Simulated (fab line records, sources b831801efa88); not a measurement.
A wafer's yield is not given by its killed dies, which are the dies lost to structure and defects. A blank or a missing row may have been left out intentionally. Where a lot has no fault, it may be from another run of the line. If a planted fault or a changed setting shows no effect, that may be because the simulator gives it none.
Which tool was responsible? | flow sky130 | at 1 step of a route of 708, 11 lots with 33 wafers sampled

WHAT EACH GAUGE READ, for each wafer
SKY_NWELL_THK_MEAS_02.
lot  | measured    | on           | NWELL_OXIDATION_THK (nm)
L169 | day 2 18:56 | filmMetro-02 | 9.88 9.74 9.81
L171 | day 3 03:22 | filmMetro-02 | 10.15 10.20 10.27
L172 | day 3 09:05 | filmMetro-03 | 9.73 9.85 9.90
L181 | day 5 06:40 | filmMetro-01 | 10.30 10.39 10.40
L182 | day 5 12:33 | filmMetro-02 | 9.92 9.96 9.90
L183 | day 5 18:14 | filmMetro-01 | 9.98 10.10 10.03
L184 | day 6 01:04 | filmMetro-03 | 9.67 10.03 9.78
L185 | day 6 05:17 | filmMetro-03 | 10.00 10.17 10.12
L187 | day 6 13:31 | filmMetro-02 | 9.82 9.78 9.79
L188 | day 6 21:17 | filmMetro-03 | 10.12 10.06 10.12
L190 | day 7 07:52 | filmMetro-01 | 10.16 10.03 10.18

EACH LOT AND THE TOOL THAT RAN IT (in order: tool; ch and the chambers of the sampled wafers; start)
The record holds no process step before these readings.

THE ANSWER, worked out from the rows above alone
Rule: usual is defined by the lots themselves. Put in order of their means at a reading, lots are off if they are a third of the lots or fewer, leave a main group of 4 or more, and stand apart from it by a gap of 3 or more times the standard deviation of the main group's means; of several such gaps the widest counts. A main group is skipped when, at the precision printed for the reading in the tables above, its means are all equal. A lot without any number at a reading at which 4 lots or more have one is off too. The other lots that the step has rows for count as sound.
None of the lots is off at any reading shown; this tells nothing.

WHAT WAS PUT IN BY THE SIMULATOR
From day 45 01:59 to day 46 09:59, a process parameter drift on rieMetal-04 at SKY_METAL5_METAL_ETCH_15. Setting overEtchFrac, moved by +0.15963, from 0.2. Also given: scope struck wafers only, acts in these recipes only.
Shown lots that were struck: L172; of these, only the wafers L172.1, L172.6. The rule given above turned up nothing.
